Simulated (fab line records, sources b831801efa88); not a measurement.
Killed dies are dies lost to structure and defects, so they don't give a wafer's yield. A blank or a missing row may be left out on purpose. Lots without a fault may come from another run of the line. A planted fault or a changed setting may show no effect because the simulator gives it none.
Tool commonality check | flow sky130 | 11 lots, 33 wafers sampled

WHY IT WAS OPENED
At SKY_GATE_OXIDE_THK_MEAS_02 the reading GATE_OXIDE_OXIDATION_00_THK is flagged on 4 of 11 lots. Wafers without a fault read 10.28 nm, standard deviation 0.18.
Rule: a lot is flagged when every wafer of it that has a number lies more than 4 standard deviations from that mean, or none has a number. The other lots count as sound.

lot  | measured     | on            | GATE_OXIDE_OXIDATION_00_THK (nm), wafer by wafer | flag
L476 | day 12 23:18 | film_metro-02 | 10.07 10.24 10.19                                |
L477 | day 13 09:12 | film_metro-01 | 10.50 10.42 10.36                                |
L479 | day 14 04:29 | film_metro-02 | 10.11 10.01 9.89                                 |
L481 | day 14 22:05 | film_metro-01 | 10.31 10.19 10.23                                |
L484 | day 15 17:50 | film_metro-01 | 10.26 10.27 10.08                                |
L488 | day 17 08:13 | film_metro-03 | 5.83 5.83 5.85                                   | FLAGGED
L490 | day 17 16:55 | film_metro-01 | 6.08 5.97 5.87                                   | FLAGGED
L489 | day 17 21:13 | film_metro-02 | 5.93 5.83 5.88                                   | FLAGGED
L491 | day 18 05:59 | film_metro-01 | 5.89 6.02 5.87                                   | FLAGGED
L495 | day 19 19:10 | film_metro-03 | 10.47 10.59 10.25                                |
L497 | day 20 11:00 | film_metro-02 | 10.17 10.12 10.24                                |
The numbers of the flagged lots are 5.90 nm on average: -4.38 nm against the usual, or -24 standard deviations.

WHICH TOOL RAN EACH LOT
The record holds 2 process steps before the reading, out of a route of 708 steps. In each cell: the tool, then ch and the chambers that the sampled wafers went through, then the start.
lot  | flag    | SKY_FIELD_ISO_ETCH_17           | SKY_GATE_OXIDE_OXIDATION_01
L476 |         | rie_si-01 ch 0,1,2, day 2 09:41 | furnace-01 ch 0, day 12 21:53
L477 |         | rie_si-01 ch 0,1,3, day 2 16:16 | furnace-02 ch 0, day 13 07:47
L479 |         | rie_si-02 ch 0,1, day 3 02:43   | furnace-01 ch 0, day 14 03:04
L481 |         | rie_si-02 ch 0,1,2, day 3 11:37 | furnace-01 ch 0, day 14 20:41
L484 |         | rie_si-01 ch 1,2,3, day 4 02:55 | furnace-02 ch 0, day 15 16:25
L488 | FLAGGED | rie_si-01 ch 0,1,3, day 5 02:22 | furnace-01 ch 0, day 17 06:47
L490 | FLAGGED | rie_si-02 ch 0,2, day 5 10:22   | furnace-01 ch 0, day 17 15:30
L489 | FLAGGED | rie_si-01 ch 0,2, day 5 07:20   | furnace-01 ch 0, day 17 19:49
L491 | FLAGGED | rie_si-02 ch 0,1,2, day 5 16:13 | furnace-01 ch 0, day 18 04:34
L495 |         | rie_si-01 ch 0,1,2, day 6 14:22 | furnace-02 ch 0, day 19 17:46
L497 |         | rie_si-01 ch 0,1,2, day 6 22:17 | furnace-02 ch 0, day 20 09:35
What these steps do:
- SKY_FIELD_ISO_ETCH_17: etches Si in HBr/Cl2/O2, target depth 342 nm, time 97.7 s.
- SKY_GATE_OXIDE_OXIDATION_01: stabilise 600 s, purge 300 s, target thk 10.268 nm.
- SKY_GATE_OXIDE_THK_MEAS_02

FLAGGED OVER TOTAL, TOOL BY TOOL (the gauges that took the reading come last)
step                        | tool          | lots run | flagged | share of the flagged lots | sound lots run after its first flagged lot
SKY_FIELD_ISO_ETCH_17       | rie_si-01     | 7        | 2       | some                      | 2 (L495,L497)
SKY_FIELD_ISO_ETCH_17       | rie_si-02     | 4        | 2       | some                      | 0
SKY_GATE_OXIDE_OXIDATION_01 | furnace-01    | 7        | 4       | all                       | 0
SKY_GATE_OXIDE_OXIDATION_01 | furnace-02    | 4        | 0       | none                      | -
SKY_GATE_OXIDE_THK_MEAS_02  | film_metro-01 | 5        | 2       | some                      | 0
SKY_GATE_OXIDE_THK_MEAS_02  | film_metro-02 | 4        | 1       | some                      | 1 (L497)
SKY_GATE_OXIDE_THK_MEAS_02  | film_metro-03 | 2        | 1       | some                      | 1 (L495)

WHAT THE TABLE ALLOWS
1 row of the table ran every flagged lot: furnace-01 at SKY_GATE_OXIDE_OXIDATION_01.
- furnace-01 at SKY_GATE_OXIDE_OXIDATION_01: 4 of its 7 lots flagged. Its last sound lot is L481 (day 14 20:41), its first flagged lot L488 (day 17 06:47): a fault that began between those two fits.
One tool is left: furnace-01 at SKY_GATE_OXIDE_OXIDATION_01.

WHAT THE SIMULATOR HAD PUT IN
Process parameter drift: furnace-01, from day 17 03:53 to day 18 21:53, at SKY_GATE_OXIDE_OXIDATION_01. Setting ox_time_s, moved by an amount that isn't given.
Lots struck among those shown: L488, L490, L489, L491. The rule above found the same.
